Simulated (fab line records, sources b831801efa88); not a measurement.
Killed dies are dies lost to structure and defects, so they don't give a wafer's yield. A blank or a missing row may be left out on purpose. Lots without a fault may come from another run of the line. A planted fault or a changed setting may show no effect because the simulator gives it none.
Chamber matching | flow gf180mcu | GF_STI_CMP_25 on cmp-01: 4 sister chambers
The step polishes, stops on Si3N4, t overpolish 33 s, target thk 524.6 nm. 4 wafers are shown with their chamber, then 8 later ones without.

WAFERS WITH THEIR CHAMBER
wafer  | chamber | motor_current_A (A)
L122.6 | 0       | 14.4
L130.3 | 3       | 11.0
L130.5 | 2       | 12.7
L132.1 | 1       | 12.2

WAFERS WITHOUT THEIR CHAMBER
wafer  | motor_current_A (A)
L132.2 | 11.1
L132.5 | 13.1
L133.3 | 12.7
L133.4 | 14.4
L133.5 | 14.5
L135.1 | 12.2
L135.2 | 11.0
L135.4 | 13.6

WHICH CHAMBER EACH WENT THROUGH
wafer  | from the rows above          | in truth
L132.2 | 3                            | 3
L132.5 | can't be placed: 2 or 1      | 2
L133.3 | can't be placed: 2 or 1      | 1
L133.4 | 0                            | 0
L133.5 | 0                            | 0
L135.1 | can't be placed: 1 or 2      | 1
L135.2 | 3                            | 3
L135.4 | can't be placed: 0 or 2 or 1 | 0
Placed correctly: 4 of 8. Can't be placed from these rows: 4 (the true chamber is among the candidates in 4). Placed wrongly: 0.
How it was worked out, from the rows above alone: a wafer's distance from a chamber is the root of the sum, over the readings, of the square of ((its reading less the chamber's mean) divided by the reading's scatter). The wafer belongs to the nearest chamber; if the next one is less than 2 further off, it can't be placed. A chamber's mean is the mean of its shown wafers. The scatter: with one shown wafer a chamber, the root of the mean of the squares of how far each hidden wafer lies from its nearest shown one.
